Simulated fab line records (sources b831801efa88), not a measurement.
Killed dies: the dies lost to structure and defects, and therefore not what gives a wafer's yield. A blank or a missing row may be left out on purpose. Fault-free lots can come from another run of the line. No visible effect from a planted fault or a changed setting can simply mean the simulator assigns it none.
fab line records | flow sfqLine | part 2 of 2: steps 25 to 34 of 34
record lots=5 wafers=15 lastDay=82
route steps=325 shown I3@141 M4@148 I4@163
lots with no fault: from the same line, run without faults
startH: hours from the record's first day to the start of the lot's first wafer shown | waitH: hours from the lot's prior step to this one | " as in the row above | L1.1+2: several wafers, shown together as one row | - no value, or no start was given | * or withheld: withheld | < > ~ a bound
route shown NAME@n: a module of which the file shows steps, and the number in the route of the first | usual: mean/standard deviation taken from wafers without a fault | same: alike in all rows | chamber/n: place in a boat | sites: each site's reading | _std_site: their standard deviation | _edge_site: outer sites' mean less inner sites' | radiusMm: how far each site lies from the wafer's centre | mask NAME#n: copy n | behind: tool/chamber where the wafer was last shaped | hold: what put the lot on hold/how long, in hours/how the hold closed | device: transistor that didn't switch, given as n, p or np | end of line: the tests these same wafers got at the end of their route | a step given without rows: its recipe and nothing more | killed: not the wafer's yield, but the dies lost to structure and defects at the first sort | map: per-die view of a wafer (x killed, . not killed, _ where there is no die)
set.NAME: the setting as run; set.NAME@STEP: as run at that earlier step | model.NAME: the simulator's own value behind a step, which no gauge read
lots seen at some steps along the route; tables by step, rows by wafer
services: a tool's chamber out of use, with start hour (startH, from the record's first day; less than 0 if before it), hours out, and reason
## steps
# step SFQ_TRILAYER_I4_METRO_MEASURE_101
# usual thkNm=199.7/0.86
# columns lot.wafer tool chamber startH waitH thkNm
L076.1 filmMetro-01 - 984.24 0.1 199.1
L076.3 " - " " 198.6
L076.5 " - " " 199.2
L078.3 filmMetro-01 - 1002.64 0.5 199.4
L078.4 " - " " 199.7
L078.5 " - " " 199.7
L081.1 filmMetro-04 - 1008.24 0.1 199.4
L081.4 " - " " 199.7
L081.5 " - " " 200.2
L088.1 filmMetro-01 - 1222.12 0.1 199.4
L088.3 " - " " 199.6
L088.6 " - " " 199.6
L097.1 filmMetro-04 - 1347.54 0.1 198.9
L097.5 " - " " 198.8
L097.6 " - " " 198.1
# step SFQ_TRILAYER_I4_VIA_LITHO_COAT_108
# recipe resist=BARC spinRpm=3000 resistThkNm=62
# usual exhaustPa=45.0/0.85
# columns lot.wafer tool chamber startH waitH exhaustPa
L076.1 lithoTrack-01 0 985.44 1.0 45.1
L076.3 " 0 " " 45.0
L076.5 " 0 " " 44.9
L078.3 lithoTrack-04 0 1003.54 0.7 43.5
L078.4 " 0 " " 45.3
L078.5 " 0 " " 44.9
L081.1 lithoTrack-03 0 1009.44 1.0 44.1
L081.4 " 0 " " 44.2
L081.5 " 0 " " 44.9
L088.1 lithoTrack-01 0 1223.32 1.0 44.2
L088.3 " 0 " " 45.0
L088.6 " 0 " " 43.4
L097.1 lithoTrack-03 0 1348.74 1.0 44.5
L097.5 " 0 " " 45.1
L097.6 " 0 " " 45.3
# step SFQ_TRILAYER_I4_VIA_LITHO_COAT_103
# recipe resist=KrF spinRpm=3000 resistThkNm=650
# usual exhaustPa=45.0/0.88
# columns lot.wafer tool chamber startH waitH exhaustPa
L076.1 lithoTrack-01 0 985.74 0.2 45.8
L076.3 " 0 " " 45.3
L076.5 " 0 " " 44.8
L078.3 lithoTrack-04 0 1003.84 0.2 43.0
L078.4 " 0 " " 45.9
L078.5 " 0 " " 44.8
L081.1 lithoTrack-03 0 1009.74 0.2 44.6
L081.4 " 0 " " 44.8
L081.5 " 0 " " 44.2
L088.1 lithoTrack-01 0 1223.62 0.2 43.5
L088.3 " 0 " " 43.7
L088.6 " 0 " " 44.4
L097.1 lithoTrack-03 0 1349.04 0.2 44.5
L097.5 " 0 " " 43.9
L097.6 " 0 " " 43.4
# step SFQ_TRILAYER_I4_VIA_LITHO_SOFTBAKE_107
# recipe tempC=withheld timeS=withheld resist=KrF
# usual exhaustPa=45.2/1
# columns lot.wafer tool chamber startH waitH exhaustPa
L076.1 lithoTrack-01 0 986.04 0.2 44.9
L076.3 " 0 " " 43.7
L076.5 " 0 " " 44.4
L078.3 lithoTrack-04 0 1004.09 0.2 45.7
L078.4 " 0 " " 46.1
L078.5 " 0 " " 45.8
L081.1 lithoTrack-03 0 1010.04 0.2 45.4
L081.4 " 0 " " 45.8
L081.5 " 0 " " 44.2
L088.1 lithoTrack-01 0 1223.92 0.2 44.9
L088.3 " 0 " " 44.5
L088.6 " 0 " " 44.5
L097.1 lithoTrack-03 0 1349.34 0.2 43.2
L097.5 " 0 " " 43.1
L097.6 " 0 " " 43.4
# step SFQ_TRILAYER_I4_VIA_LITHO_EXPOSE_104
# recipe maskId=I4 na=0.6 sourceShape=conventional sigmaOuter=0.65 targetCdNm=700 doseMj=21.3
# columns lot.wafer tool chamber startH waitH mask
L076.1+3+5 krfScanner-02 0 1120.27 - I4#0
L078.3+4+5 krfScanner-02 0 1141.07 - I4#0
L081.1+4+5 krfScanner-02 0 1149.07 - I4#0
L088.1+3+6 krfScanner-01 0 1226.10 - I4#0
L097.1+5+6 krfScanner-02 0 1458.27 - I4#0
# step SFQ_TRILAYER_I4_VIA_LITHO_PEB_106
# recipe pebTempC=115 pebTimeS=60 resist=KrF
# usual exhaustPa=45.2/0.85 heaterPowerTotalW=79.15/0.073
# columns lot.wafer tool chamber startH waitH exhaustPa heaterPowerTotalW
L076.1 lithoTrack-03 0 1121.47 1.0 44.8 79.21
L076.3 " 0 " " 46.0 79.16
L076.5 " 0 " " 44.5 79.12
L078.3 lithoTrack-04 0 1141.92 0.7 44.8 79.08
L078.4 " 0 " " 44.1 79.02
L078.5 " 0 " " 44.3 79.13
L081.1 lithoTrack-01 0 1150.27 1.0 44.3 79.18
L081.4 " 0 " " 45.1 79.13
L081.5 " 0 " " 44.2 79.16
L088.1 lithoTrack-04 0 1227.30 1.0 44.4 79.17
L088.3 " 0 " " 44.8 79.04
L088.6 " 0 " " 45.3 79.11
L097.1 lithoTrack-01 0 1459.47 1.0 44.6 78.97
L097.5 " 0 " " 45.0 79.20
L097.6 " 0 " " 44.9 79.13
# step SFQ_TRILAYER_I4_VIA_LITHO_DEVELOP_105
# recipe timeS=60 resist=KrF
# usual exhaustPa=45.0/0.86
# columns lot.wafer tool chamber startH waitH exhaustPa
L076.1 lithoTrack-03 0 1121.62 0.1 44.8
L076.3 " 0 " " 46.2
L076.5 " 0 " " 46.1
L078.3 lithoTrack-04 0 1142.07 0.1 44.6
L078.4 " 0 " " 45.6
L078.5 " 0 " " 44.8
L081.1 lithoTrack-01 0 1150.42 0.1 44.6
L081.4 " 0 " " 44.6
L081.5 " 0 " " 45.7
L088.1 lithoTrack-04 0 1227.45 0.1 45.8
L088.3 " 0 " " 44.9
L088.6 " 0 " " 44.6
L097.1 lithoTrack-01 0 1459.62 0.1 44.0
L097.5 " 0 " " 44.9
L097.6 " 0 " " 43.7
# step SFQ_I4_OVL_MEAS_928
# usual I4_OVL=-2/8
# columns lot.wafer tool chamber startH waitH I4_OVL[nm]
L076.1 overlay-02 - 1121.77 0.1 -15
L076.3 " - " " -12
L076.5 " - " " -15
L078.3 overlay-02 - 1142.18 0.1 -12
L078.4 " - " " -10
L078.5 " - " " -6
L081.1 overlay-02 - 1150.57 0.1 -20
L081.4 " - " " -2
L081.5 " - " " -6
L088.1 overlay-02 - 1227.60 0.1 -3
L088.3 " - " " -6
L088.6 " - " " -7
L097.1 overlay-01 - 1459.77 0.1 12
L097.5 " - " " 8
L097.6 " - " " 6
# step SFQ_TRILAYER_I4_VIA_BARC_OPEN_VIA_ETCH_146
# recipe maskMaterial=PR chemistry=O2 targetDepthNm=125 target=BARC sourceW=500 biasW=80 pressureMtorr=30 timeS=41.7
# usual drypumpMotorCurrentA=5.7/0.57 oesProductAu=0.685/0.0047
# columns lot.wafer tool chamber startH waitH drypumpMotorCurrentA oesProductAu rfHoursCounterH
L076.1 rieDiel-01 3 1121.80 0.0 6.4 0.678 5
L076.3 " 1 " " 4.7 0.685 1
L076.5 " 3 " " 6.4 0.692 -
L078.3 rieDiel-04 3 1142.20 0.0 6.3 0.688 7
L078.4 " 2 " " 5.6 0.679 12
L078.5 " 1 " " 6.3 0.680 -
L081.1 rieDiel-02 0 1150.60 0.0 6.3 0.682 9
L081.4 " 2 " " 5.6 0.686 14
L081.5 " 1 " " 4.8 0.684 -
L088.1 rieDiel-01 3 1227.63 0.0 6.5 0.690 7
L088.3 " 1 " " 4.7 0.684 3
L088.6 " 1 " " 4.7 0.689 -
L097.1 rieDiel-01 1 1459.80 0.0 4.7 0.686 7
L097.5 " 3 " " 6.5 0.691 -
L097.6 " 0 " " 5.7 0.681 -
# step SFQ_TRILAYER_I4_VIA_ETCH_VIA_ETCH_106
# recipe target=SiO2 stopOn=Nb maskMaterial=PR taperDeg=20 chemistry=CHF3 targetDepthNm=260 sourceW=500 biasW=80 pressureMtorr=30 timeS=withheld
# usual drypumpMotorCurrentA=5.7/0.57 oesProductAu=0.854/0.0051
# columns lot.wafer tool chamber startH waitH drypumpMotorCurrentA oesProductAu
L076.1 rieDiel-01 3 1121.84 0.0 6.5 0.856
L076.3 " 1 " " 4.7 0.849
L076.5 " 3 " " 6.5 0.850
L078.3 rieDiel-04 3 1142.24 0.0 6.2 0.858
L078.4 " 2 " " 5.6 0.853
L078.5 " 1 " " 6.2 0.859
L081.1 rieDiel-02 0 1150.64 0.0 6.4 0.849
L081.4 " 2 " " 5.6 0.856
L081.5 " 1 " " 4.8 0.857
L088.1 rieDiel-01 3 1227.67 0.0 6.5 0.845
L088.3 " 1 " " 4.7 0.849
L088.6 " 1 " " 4.7 0.850
L097.1 rieDiel-01 1 1459.84 0.0 4.7 0.850
L097.5 " 3 " " 6.5 0.850
L097.6 " 0 " " 5.7 0.840
## services
# columns tool chamber startH hours kind
krfScanner-02 - 841.05 1.3 pm
krfScanner-02 - 848.53 1.0 pm
krfScanner-02 - 864.73 0.8 pm
rieDiel-03 0 885.47 4.3 repair
rieDiel-01 3 915.96 2.5 repair
krfScanner-02 - 930.68 0.7 repair
rieMetal-04 1 931.34 13.9 repair
krfScanner-02 - 978.29 1.4 repair
rieMetal-04 0 1010.97 14.9 repair
krfScanner-02 - 1018.85 1.3 pm
krfScanner-02 - 1020.15 1.0 pm
rieMetal-04 - 1031.18 2.8 pm
krfScanner-02 - 1033.53 0.8 pm
krfScanner-02 - 1187.47 1.0 pm
krfScanner-02 - 1192.23 1.3 pm
krfScanner-02 - 1203.12 0.8 pm
krfScanner-02 - 1243.63 2.3 repair
rieMetal-04 0 1340.96 3.7 repair
krfScanner-02 - 1345.16 2.2 repair
krfScanner-02 - 1349.56 16.7 repair
krfScanner-02 - 1359.13 0.8 repair
krfScanner-02 - 1366.29 1.0 pm
krfScanner-02 - 1368.13 1.3 pm
krfScanner-02 - 1371.13 0.8 pm
